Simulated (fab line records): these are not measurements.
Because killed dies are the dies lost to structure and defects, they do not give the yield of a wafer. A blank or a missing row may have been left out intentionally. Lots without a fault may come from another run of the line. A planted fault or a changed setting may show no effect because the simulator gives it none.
fab line records	flow sky130	part 1 of 2: steps 1 to 28 of 36
[record] lots = 5	wafers = 15	last_day = 48
route steps=708 shown CONTACT@424 METAL1@434 VIA1@458
lots that met no fault: taken from a fault-free run of the same line
start_h: hours from the record's opening day to when the first of the lot's shown wafers began	wait_h: hours from the lot's prior step to this one	" the same as in the row above	L1.1+2: several wafers, shown together as one row	- either no value or no given start	* or withheld: withheld	< > ~ a bound
route shown NAME@n: names a module that has steps shown in the file, with the first one's number in the route	usual: mean/standard deviation of fault-free wafers	same: alike in all rows	chamber/n: place in a boat	sites: per-site readings	_std_site: how widely they spread, as a standard deviation	_edge_site: the outer-site mean with the inner-site mean subtracted	radius_mm: how far each site lies from the wafer's centre	mask NAME#n: copy n	behind: the tool/chamber that last shaped the wafer	hold: what put the lot on hold/how long, in hours/how the hold closed	device: transistor that didn't switch, given as n, p or np	end of line: tests of these same wafers at the route's end	a step given without rows: its recipe and nothing more	killed: the dies lost at the first sort to structure and to defects; this is not the yield of the wafer	map: the dies of a wafer, with x for killed, . for not killed, _ for no die there
set.NAME: setting as actually run; set.NAME@STEP: the setting as run at that earlier step	model.NAME: the simulator's own value behind a step, which no gauge read
lots at selected steps of the route; one table per step, one row per wafer
services: when a tool's chamber went out of use (start_h, in hours from the record's first day, below 0 if earlier), for how many hours, and the reason
[[steps]]
[step SKY_CONTACT_ETCH_18]
[recipe] target = Si3N4	chemistry = CHF3/O2	stop_on = TiN	source_w = 600	bias_w = 200	pressure_mtorr = 40	chf3_flow_sccm = 50	O2_flow_sccm = 5	time_s = 39	target_depth_a = 750
[usual] drypump_motor_current_A = 5.8/0.5	oes_product_au = 0.854/0.0077	rf_fwd_power_W = 592.7/2.5	throttle_valve_pct = 8.794/0.0099
lot.wafer	tool	chamber	start_h	wait_h	drypump_motor_current_A	oes_product_au	rf_fwd_power_W	rf_hours_counter_h	throttle_valve_pct
L076.3	rie_diel-04	0	-	-	6.2	0.857	590.4	4	8.797
L076.4	"	3	"	"	5.7	0.850	586.9	-	8.802
L076.5	"	2	"	"	5.1	0.847	597.1	-	8.782
L077.1	rie_diel-04	0	-	-	6.2	0.853	590.7	4	8.800
L077.2	"	3	"	"	5.7	0.850	590.5	10	8.783
L077.3	"	1	"	"	5.5	0.851	590.3	14	8.791
L078.3	rie_diel-04	2	-	-	5.1	0.845	593.4	3	8.775
L078.4	"	3	"	"	5.7	0.852	593.0	11	8.782
L078.6	"	3	"	"	5.7	0.849	591.7	-	8.799
L085.2	rie_diel-03	0	-	-	6.2	0.853	595.3	10	8.783
L085.3	"	1	"	"	4.7	0.843	596.0	2	8.784
L085.6	"	1	"	"	4.7	0.866	596.0	-	8.810
L087.1	rie_diel-02	2	-	-	5.7	0.850	592.2	12	8.783
L087.4	"	1	"	"	6.0	0.849	594.1	4	8.801
L087.5	"	1	"	"	6.0	0.857	590.4	-	8.808
[step SKY_CONTACT_STRIP_19]
[recipe] chemistry = O2/N2	power_w = 1400	pressure_mtorr = 1500	platen_temp_c = withheld	o2_flow_sccm = 3000	n2_flow_sccm = 300	overash_fraction = 0.5
[usual] drypump_motor_current_A = 5.51/0.2	oes_product_au = 0.380/0.0046	strip_time_to_endpoint_s = 3.615/0.027
lot.wafer	tool	chamber	start_h	wait_h	drypump_motor_current_A	oes_product_au	rf_hours_counter_h	strip_time_to_endpoint_s
L076.3	plasma_asher-03	0	758.54	-	5.59	0.378	-	3.656
L076.4	"	1	"	"	5.76	0.377	-	3.645
L076.5	"	1	"	"	5.75	0.376	-	3.616
L077.1	plasma_asher-03	1	762.82	-	5.72	0.378	32	3.608
L077.2	"	0	"	"	5.58	0.383	32	3.593
L077.3	"	1	"	"	5.72	0.367	-	3.572
L078.3	plasma_asher-03	0	766.24	-	5.57	0.382	-	3.585
L078.4	"	1	"	"	5.75	0.376	-	3.594
L078.6	"	0	"	"	5.56	0.380	-	3.612
L085.2	plasma_asher-04	0	824.71	-	5.54	0.381	70	3.604
L085.3	"	0	"	"	5.54	0.388	-	3.616
L085.6	"	1	"	"	5.19	0.382	-	3.616
L087.1	plasma_asher-02	0	838.06	-	5.32	0.385	8	3.581
L087.4	"	1	"	"	5.66	0.379	-	3.656
L087.5	"	1	"	"	5.68	0.383	-	3.653
[step SKY_CONTACT_STRIP_20]
[recipe] chemistry = post_etch_residue_remover	time_s = 1200	temp_c = 72.5
[usual] bath_guard_temp_C = 72.5/0.6
lot.wafer	tool	chamber	start_h	wait_h	bath_guard_temp_C
L076.3	wet_bench-01	1	758.61	0.0	73.3
L076.4	"	1	"	"	73.3
L076.5	"	1	"	"	73.3
L077.1	wet_bench-03	3	762.92	0.1	72.3
L077.2	"	3	"	"	72.4
L077.3	"	3	"	"	72.3
L078.3	wet_bench-02	2	766.31	0.0	72.7
L078.4	"	2	"	"	72.9
L078.6	"	2	"	"	73.0
L085.2	wet_bench-01	0	824.81	0.1	73.6
L085.3	"	0	"	"	73.4
L085.6	"	0	"	"	73.1
L087.1	wet_bench-03	3	838.16	0.1	72.0
L087.4	"	3	"	"	72.8
L087.5	"	3	"	"	72.2
[step SKY_CONTACT_CLEAN_21]
[recipe] chemistry = IPA	time_s = 180	temp_c = 25
lot.wafer	tool	chamber	start_h	wait_h
L076.3+4+5	wet_bench-02	1	758.95	0.0
L077.1+2+3	wet_bench-02	1	763.26	0.0
L078.3+4+6	wet_bench-03	1	766.71	0.0
L085.2+3+6	wet_bench-03	1	825.15	0.0
L087.1+4+5	wet_bench-01	1	838.53	0.0
[step SKY_CONTACT_CLEAN_22]
[recipe] chemistry = O3/DIW	dry = n2_spin
lot.wafer	tool	chamber	start_h	wait_h
L076.3+4+5	wet_bench-03	2	759.01	0.0
L077.1+2+3	wet_bench-01	2	763.33	0.0
L078.3+4+6	wet_bench-02	2	766.78	0.0
L085.2+3+6	wet_bench-01	0	825.21	0.0
L087.1+4+5	wet_bench-03	3	838.59	0.0
[step SKY_CONTACT_SPUTTER_23]
[recipe] material = TiN	target_thk_nm = 20	chamber_pressure_pa = 5	power_w = 4000	time_s = 80
[usual] throttle_valve_pct = 30.0/1.1
lot.wafer	tool	chamber	start_h	wait_h	throttle_valve_pct
L076.3	pvd_sputter-04	-	759.11	0.0	31.9
L076.4	"	-	"	"	30.2
L076.5	"	-	"	"	31.8
L077.1	pvd_sputter-02	-	763.42	0.0	30.1
L077.2	"	-	"	"	29.2
L077.3	"	-	"	"	29.0
L078.3	pvd_sputter-03	-	766.89	0.0	31.9
L078.4	"	-	"	"	28.5
L078.6	"	-	"	"	30.1
L085.2	pvd_sputter-04	-	825.30	0.0	30.4
L085.3	"	-	"	"	28.5
L085.6	"	-	"	"	28.0
L087.1	pvd_sputter-02	-	838.69	0.0	30.2
L087.4	"	-	"	"	28.9
L087.5	"	-	"	"	30.4
[step SKY_CONTACT_CVD_24]
[recipe] material = W	target_thk_nm = 340	time_s = 102.12	temp_c = 400	pressure_torr = 40
[usual] heater_power_w = 895/48
lot.wafer	tool	chamber	start_h	wait_h	heater_power_w
L076.3	cvd_w-02	0	759.21	0.1	888
L076.4	"	1	"	"	822
L076.5	"	1	"	"	809
L077.1	cvd_w-02	0	763.48	0.0	910
L077.2	"	1	"	"	805
L077.3	"	1	"	"	795
L078.3	cvd_w-01	0	766.98	0.1	920
L078.4	"	1	"	"	910
L078.6	"	1	"	"	921
L085.2	cvd_w-02	1	825.36	0.0	828
L085.3	"	1	"	"	808
L085.6	"	1	"	"	831
L087.1	cvd_w-01	1	838.75	0.0	923
L087.4	"	0	"	"	939
L087.5	"	0	"	"	942
[step SKY_CONTACT_RS_MEAS_25]
[recipe] thk_meas_gauge = four-point-probe	reads = W_of_CONTACT_CVD_24+TiN_of_CONTACT_SPUTTER_23
[usual] CONTACT_W_RS = 0.338/0.0046
lot.wafer	tool	chamber	start_h	wait_h	CONTACT_W_RS[ohm/sq]
L076.3	film_metro-03	-	759.33	0.1	0.335
L076.4	"	-	"	"	0.344
L076.5	"	-	"	"	0.339
L077.1	film_metro-01	-	763.59	0.1	0.336
L077.2	"	-	"	"	0.338
L077.3	"	-	"	"	0.337
L078.3	film_metro-04	-	767.10	0.1	0.332
L078.4	"	-	"	"	0.344
L078.6	"	-	"	"	0.344
L085.2	film_metro-04	-	825.49	0.1	0.345
L085.3	"	-	"	"	0.346
L085.6	"	-	"	"	0.344
L087.1	film_metro-04	-	838.86	0.1	0.341
L087.4	"	-	"	"	0.330
L087.5	"	-	"	"	0.330
[step SKY_CONTACT_THK_MEAS_26]
[recipe] thk_meas_gauge = xrf	reads = W_of_CONTACT_CVD_24
[usual] CONTACT_W_THK = 336/4.9
lot.wafer	tool	chamber	start_h	wait_h	CONTACT_W_THK[nm]
L076.3	film_metro-03	-	759.43	0.1	337
L076.4	"	-	"	"	327
L076.5	"	-	"	"	334
L077.1	film_metro-01	-	763.71	0.1	338
L077.2	"	-	"	"	334
L077.3	"	-	"	"	333
L078.3	film_metro-04	-	767.20	0.1	343
L078.4	"	-	"	"	330
L078.6	"	-	"	"	330
L085.2	film_metro-04	-	825.60	0.1	328
L085.3	"	-	"	"	327
L085.6	"	-	"	"	332
L087.1	film_metro-04	-	838.98	0.1	333
L087.4	"	-	"	"	344
L087.5	"	-	"	"	343
[step SKY_CONTACT_CMP_27]
[recipe] stop_on = SiO2	t_overpolish_s = 15	down_force_psi = 3.5	platen_rpm = 60	target_thk_nm = 0	pad_velocity_m_s = 0.94248
[usual] motor_current_A = 10.1/1.1	overpolish_run_s = 15.001/0.0077	slurry_filter_dp_kPa = 13.50/0.14	time_to_endpoint_s = 83/3.6
lot.wafer	tool	chamber	start_h	wait_h	motor_current_A	overpolish_run_s	slurry_filter_dp_kPa	time_to_endpoint_s
L076.3	cmp-01	2	759.52	0.1	8.8	15.010	13.49	81
L076.4	"	3	"	"	11.3	14.995	13.65	83
L076.5	"	2	"	"	8.7	14.999	13.43	79
L077.3	cmp-02	0	763.82	0.1	11.7	14.993	13.42	78
L077.2	"	1	"	"	11.7	15.014	13.48	81
L077.1	"	2	"	"	7.4	15.001	13.64	80
L078.4	cmp-02	3	767.29	0.1	10.1	14.992	13.44	80
L078.3	"	1	"	"	11.4	15.007	13.58	83
L078.6	"	3	"	"	9.7	14.997	13.18	78
L085.3	cmp-01	3	825.70	0.1	10.7	14.993	13.44	82
L085.2	"	0	"	"	10.7	15.001	13.58	80
L085.6	"	2	"	"	9.4	15.006	13.41	79
L087.4	cmp-01	3	839.09	0.1	10.7	15.004	13.63	88
L087.1	"	0	"	"	10.4	15.001	13.49	85
L087.5	"	2	"	"	8.9	14.998	13.31	83
[step SKY_METAL1_SPUTTER_00]
[recipe] material = Ti	target_thk_nm = 15	power_w = 3000	time_s = 10	chamber_pressure_pa = 0.4
[usual] throttle_valve_pct = 29.6/1
lot.wafer	tool	chamber	start_h	wait_h	throttle_valve_pct
L076.3	pvd_sputter-02	-	759.77	0.2	30.5
L076.4	"	-	"	"	30.0
L076.5	"	-	"	"	29.0
L077.1	pvd_sputter-04	-	764.07	0.1	30.3
L077.2	"	-	"	"	28.1
L077.3	"	-	"	"	29.7
L078.3	pvd_sputter-01	-	767.54	0.1	27.8
L078.4	"	-	"	"	29.5
L078.6	"	-	"	"	30.3
L085.2	pvd_sputter-02	-	825.95	0.1	29.1
L085.3	"	-	"	"	30.4
L085.6	"	-	"	"	28.8
L087.1	pvd_sputter-04	-	839.34	0.1	31.8
L087.4	"	-	"	"	30.4
L087.5	"	-	"	"	28.3
[step SKY_METAL1_SPUTTER_01]
[recipe] material = TiN	target_thk_nm = 20	power_w = 6500	time_s = 16.7	chamber_pressure_pa = 0.4
[usual] throttle_valve_pct = 29.5/1
lot.wafer	tool	chamber	start_h	wait_h	throttle_valve_pct
L076.3	pvd_sputter-02	-	759.79	0.0	30.2
L076.4	"	-	"	"	30.0
L076.5	"	-	"	"	28.9
L077.1	pvd_sputter-04	-	764.09	0.0	30.5
L077.2	"	-	"	"	28.3
L077.3	"	-	"	"	29.6
L078.3	pvd_sputter-01	-	767.56	0.0	27.7
L078.4	"	-	"	"	29.9
L078.6	"	-	"	"	30.4
L085.2	pvd_sputter-02	-	825.98	0.0	29.1
L085.3	"	-	"	"	30.1
L085.6	"	-	"	"	29.0
L087.1	pvd_sputter-04	-	839.36	0.0	31.9
L087.4	"	-	"	"	30.3
L087.5	"	-	"	"	28.3
[step SKY_METAL1_SPUTTER_02]
[recipe] material = AlCu	target_thk_nm = 250	power_w = 10600	time_s = 13.3	chamber_pressure_pa = 0.4
[usual] throttle_valve_pct = 29.5/1
lot.wafer	tool	chamber	start_h	wait_h	throttle_valve_pct
L076.3	pvd_sputter-02	-	759.81	0.0	30.0
L076.4	"	-	"	"	30.2
L076.5	"	-	"	"	29.1
L077.1	pvd_sputter-04	-	764.12	0.0	30.6
L077.2	"	-	"	"	28.5
L077.3	"	-	"	"	29.4
L078.3	pvd_sputter-01	-	767.59	0.0	28.1
L078.4	"	-	"	"	29.7
L078.6	"	-	"	"	30.3
L085.2	pvd_sputter-02	-	826.00	0.0	29.0
L085.3	"	-	"	"	30.3
L085.6	"	-	"	"	28.9
L087.1	pvd_sputter-04	-	839.39	0.0	31.5
L087.4	"	-	"	"	30.3
L087.5	"	-	"	"	28.3
[step SKY_METAL1_SPUTTER_03]
[recipe] material = Ti	target_thk_nm = 5	power_w = 3000	time_s = 3.3	chamber_pressure_pa = 0.4
[usual] throttle_valve_pct = 29.5/1
lot.wafer	tool	chamber	start_h	wait_h	throttle_valve_pct
L076.3	pvd_sputter-02	-	759.84	0.0	29.9
L076.4	"	-	"	"	30.2
L076.5	"	-	"	"	28.8
L077.1	pvd_sputter-04	-	764.14	0.0	30.7
L077.2	"	-	"	"	28.2
L077.3	"	-	"	"	29.1
L078.3	pvd_sputter-01	-	767.61	0.0	27.6
L078.4	"	-	"	"	29.9
L078.6	"	-	"	"	30.2
L085.2	pvd_sputter-02	-	826.03	0.0	28.8
L085.3	"	-	"	"	30.2
L085.6	"	-	"	"	29.0
L087.1	pvd_sputter-04	-	839.41	0.0	31.5
L087.4	"	-	"	"	30.3
L087.5	"	-	"	"	28.3
[step SKY_METAL1_SPUTTER_04]
[recipe] material = TiN	target_thk_nm = 70	power_w = 6500	time_s = 58.3	chamber_pressure_pa = 0.4
[usual] throttle_valve_pct = 29.6/1
lot.wafer	tool	chamber	start_h	wait_h	throttle_valve_pct
L076.3	pvd_sputter-02	-	759.86	0.0	30.0
L076.4	"	-	"	"	30.4
L076.5	"	-	"	"	28.8
L077.1	pvd_sputter-04	-	764.16	0.0	30.2
L077.2	"	-	"	"	28.0
L077.3	"	-	"	"	29.6
L078.3	pvd_sputter-01	-	767.63	0.0	27.6
L078.4	"	-	"	"	30.0
L078.6	"	-	"	"	30.5
L085.2	pvd_sputter-02	-	826.04	0.0	28.8
L085.3	"	-	"	"	30.2
L085.6	"	-	"	"	28.9
L087.1	pvd_sputter-04	-	839.43	0.0	31.7
L087.4	"	-	"	"	30.4
L087.5	"	-	"	"	28.4
[step SKY_METAL1_RS_MEAS_05]
[recipe] thk_meas_gauge = four-point-probe	reads = TiN_of_METAL1_SPUTTER_04+Ti_of_METAL1_SPUTTER_03+AlCu_of_METAL1_SPUTTER_02+TiN_of_METAL1_SPUTTER_01+Ti_of_METAL1_SPUTTER_00
[usual] METAL1_ALCU_RS = 0.1277/0.0013
lot.wafer	tool	chamber	start_h	wait_h	METAL1_ALCU_RS[ohm/sq]
L076.3	film_metro-03	-	759.95	0.1	0.1272
L076.4	"	-	"	"	0.1268
L076.5	"	-	"	"	0.1281
L077.1	film_metro-02	-	764.21	0.0	0.1267
L077.2	"	-	"	"	0.1274
L077.3	"	-	"	"	0.1271
L078.3	film_metro-03	-	767.72	0.1	0.1273
L078.4	"	-	"	"	0.1277
L078.6	"	-	"	"	0.1287
L085.2	film_metro-03	-	826.11	0.0	0.1271
L085.3	"	-	"	"	0.1276
L085.6	"	-	"	"	0.1281
L087.1	film_metro-04	-	839.48	0.0	0.1288
L087.4	"	-	"	"	0.1286
L087.5	"	-	"	"	0.1278
[step SKY_METAL1_THK_MEAS_06]
[recipe] thk_meas_gauge = xrf	reads = AlCu_of_METAL1_SPUTTER_02
[usual] METAL1_ALCU_THK = 246.8/2.9
lot.wafer	tool	chamber	start_h	wait_h	METAL1_ALCU_THK[nm]
L076.3	film_metro-03	-	760.05	0.1	247.3
L076.4	"	-	"	"	249.7
L076.5	"	-	"	"	246.5
L077.1	film_metro-02	-	764.33	0.1	246.9
L077.2	"	-	"	"	246.3
L077.3	"	-	"	"	245.9
L078.3	film_metro-03	-	767.82	0.1	246.7
L078.4	"	-	"	"	248.9
L078.6	"	-	"	"	245.0
L085.2	film_metro-03	-	826.22	0.1	247.3
L085.3	"	-	"	"	247.4
L085.6	"	-	"	"	246.1
L087.1	film_metro-04	-	839.60	0.1	246.0
L087.4	"	-	"	"	244.9
L087.5	"	-	"	"	247.6
[step SKY_METAL1_DEHYDRATE_07]
[recipe] temp_c = 200	time_s = 60
lot.wafer	tool	chamber	start_h	wait_h
L076.3+4+5	litho_track-04	0	772.21	12.2
L077.1+2+3	litho_track-02	0	777.02	12.7
L078.3+4+6	litho_track-03	0	780.43	12.6
L085.2+3+6	litho_track-02	0	838.94	12.7
L087.1+4+5	litho_track-02	0	851.62	12.0
[step SKY_METAL1_HMDS_08]
[recipe] prime_time_s = 60	prime_temp_c = 120
[usual] prime_temp_c = 120.02/0.13
lot.wafer	tool	chamber	start_h	wait_h	prime_temp_c
L076.3	litho_track-04	0	772.36	0.1	119.85
L076.4	"	0	"	"	119.74
L076.5	"	0	"	"	119.83
L077.1	litho_track-02	0	777.17	0.1	120.10
L077.2	"	0	"	"	120.01
L077.3	"	0	"	"	119.89
L078.3	litho_track-03	0	780.58	0.1	119.98
L078.4	"	0	"	"	119.80
L078.6	"	0	"	"	119.99
L085.2	litho_track-02	0	839.09	0.1	120.25
L085.3	"	0	"	"	119.90
L085.6	"	0	"	"	120.03
L087.1	litho_track-02	0	851.77	0.1	119.93
L087.4	"	0	"	"	120.14
L087.5	"	0	"	"	120.11
[step SKY_METAL1_COAT_09]
[recipe] resist = BARC	temp_c = withheld	time_s = withheld	spin_rpm = 3000	resist_thk_nm = 60
lot.wafer	tool	chamber	start_h	wait_h
L076.3+4+5	litho_track-04	0	772.51	0.1
L077.1+2+3	litho_track-02	0	777.32	0.1
L078.3+4+6	litho_track-03	0	780.73	0.1
L085.2+3+6	litho_track-02	0	839.24	0.1
L087.1+4+5	litho_track-02	0	851.92	0.1
[step SKY_METAL1_COAT_10]
[recipe] resist = KrF-thick	spin_rpm = 3000	resist_thk_nm = 450
lot.wafer	tool	chamber	start_h	wait_h
L076.3+4+5	litho_track-04	0	-	-
L077.1+2+3	litho_track-02	0	-	-
L078.3+4+6	litho_track-03	0	-	-
L085.2+3+6	litho_track-02	0	-	-
L087.1+4+5	litho_track-02	0	-	-
[step SKY_METAL1_SOFTBAKE_11]
[recipe] temp_c = 100	time_s = 90	resist = KrF-thick
lot.wafer	tool	chamber	start_h	wait_h
L076.3+4+5	litho_track-04	0	-	-
L077.1+2+3	litho_track-02	0	-	-
L078.3+4+6	litho_track-03	0	-	-
L085.2+3+6	litho_track-02	0	-	-
L087.1+4+5	litho_track-02	0	-	-
[step SKY_METAL1_EXPOSE_12]
[recipe] mask_id = MM1	na = 0.8	source_shape = annular	sigma_inner = 0.55	sigma_outer = 0.85	target_cd_nm = 140	dose_mj = 28
[same] sigma_outer = 0.85
lot.wafer	tool	chamber	start_h	wait_h	mask
L076.3+4+5	krf_scanner-02	0	-	-	MM1#0
L077.1+2+3	krf_scanner-02	0	-	-	MM1#0
L078.3+4+6	krf_scanner-02	0	-	-	MM1#0
L085.2+3+6	krf_scanner-01	0	-	-	MM1#0
L087.1+4+5	krf_scanner-01	0	-	-	MM1#0
[step SKY_METAL1_PEB_13]
[recipe] peb_temp_c = withheld	peb_time_s = withheld	resist = KrF-thick
lot.wafer	tool	chamber	start_h	wait_h
L076.3+4+5	litho_track-02	0	-	-
L077.1+2+3	litho_track-04	0	-	-
L078.3+4+6	litho_track-03	0	-	-
L085.2+3+6	litho_track-04	0	-	-
L087.1+4+5	litho_track-02	0	-	-
[step SKY_METAL1_DEVELOP_14]
[recipe] develop_time_s = 60	resist = KrF-thick	dev_temp_c = 21
lot.wafer	tool	chamber	start_h	wait_h
L076.3+4+5	litho_track-02	0	-	-
L077.1+2+3	litho_track-04	0	-	-
L078.3+4+6	litho_track-03	0	-	-
L085.2+3+6	litho_track-04	0	-	-
L087.1+4+5	litho_track-02	0	-	-
[step SKY_METAL1_CD_MEAS_15]
[recipe] target_cd_nm = 140
[usual] cd_nm = 139.7/1.6
lot.wafer	tool	chamber	start_h	wait_h	cd_nm
L076.3	cd_sem-02	-	786.41	-	137.1
L076.4	"	-	"	"	137.5
L076.5	"	-	"	"	138.2
L077.1	cd_sem-01	-	791.31	-	137.5
L077.2	"	-	"	"	138.9
L077.3	"	-	"	"	138.5
L078.3	cd_sem-01	-	794.67	-	141.8
L078.4	"	-	"	"	140.2
L078.6	"	-	"	"	139.9
L085.2	cd_sem-01	-	852.28	-	139.7
L085.3	"	-	"	"	141.8
L085.6	"	-	"	"	142.4
L087.1	cd_sem-01	-	864.87	-	142.1
L087.4	"	-	"	"	142.2
L087.5	"	-	"	"	140.2
[step SKY_METAL1_OVL_MEAS_16]
[usual] METAL1_OVL = -5/6.7
lot.wafer	tool	chamber	start_h	wait_h	METAL1_OVL[nm]
L076.3	overlay-02	-	786.50	0.1	-12
L076.4	"	-	"	"	-4
L076.5	"	-	"	"	-17
L077.1	overlay-02	-	791.43	0.1	-6
L077.2	"	-	"	"	-2
L077.3	"	-	"	"	-16
L078.3	overlay-01	-	794.76	0.1	-1
L078.4	"	-	"	"	-11
L078.6	"	-	"	"	-8
L085.2	overlay-02	-	852.38	0.1	5
L085.3	"	-	"	"	-4
L085.6	"	-	"	"	-3
L087.1	overlay-01	-	864.99	0.1	2
L087.4	"	-	"	"	-1
L087.5	"	-	"	"	0
[step SKY_METAL1_DESCUM_17]
[recipe] chemistry = O2	source_power_w = 150	bias_power_w = 0	pressure_mtorr = 10	temp_c = 40	time_s = 8
[usual] drypump_motor_current_A = 5.9/0.57	he_backside_leak_sccm = 3.4/0.34	oes_product_au = 1.003/0.011	rf_fwd_power_W = 146.8/0.68
lot.wafer	tool	chamber	start_h	wait_h	drypump_motor_current_A	he_backside_leak_sccm	oes_product_au	rf_fwd_power_W	rf_hours_counter_h
L076.3	rie_metal-04	1	786.54	0.0	6.3	3.2	1.000	147.3	-
L076.4	"	0	"	"	6.1	3.7	0.986	147.7	-
L076.5	"	0	"	"	6.1	3.7	0.993	147.8	-
L077.1	rie_metal-03	1	791.46	0.0	5.1	3.4	1.017	146.0	1
L077.2	"	0	"	"	5.0	3.2	1.016	147.5	2
L077.3	"	0	"	"	5.0	3.0	1.008	147.5	-
L078.3	rie_metal-01	1	794.80	0.0	6.3	3.3	0.995	146.9	-
L078.4	"	0	"	"	6.3	3.3	1.022	146.1	-
L078.6	"	1	"	"	6.3	3.3	1.008	146.8	-
L085.2	rie_metal-03	0	852.41	0.0	5.0	3.0	1.009	147.2	4
L085.3	"	0	"	"	5.0	3.0	1.000	147.5	-
L085.6	"	0	"	"	5.0	5.0	1.003	146.9	-
L087.1	rie_metal-03	1	865.02	0.0	5.1	3.4	1.004	146.8	4
L087.4	"	1	"	"	5.1	3.3	1.008	146.1	-
L087.5	"	1	"	"	5.1	3.4	1.017	146.1	-
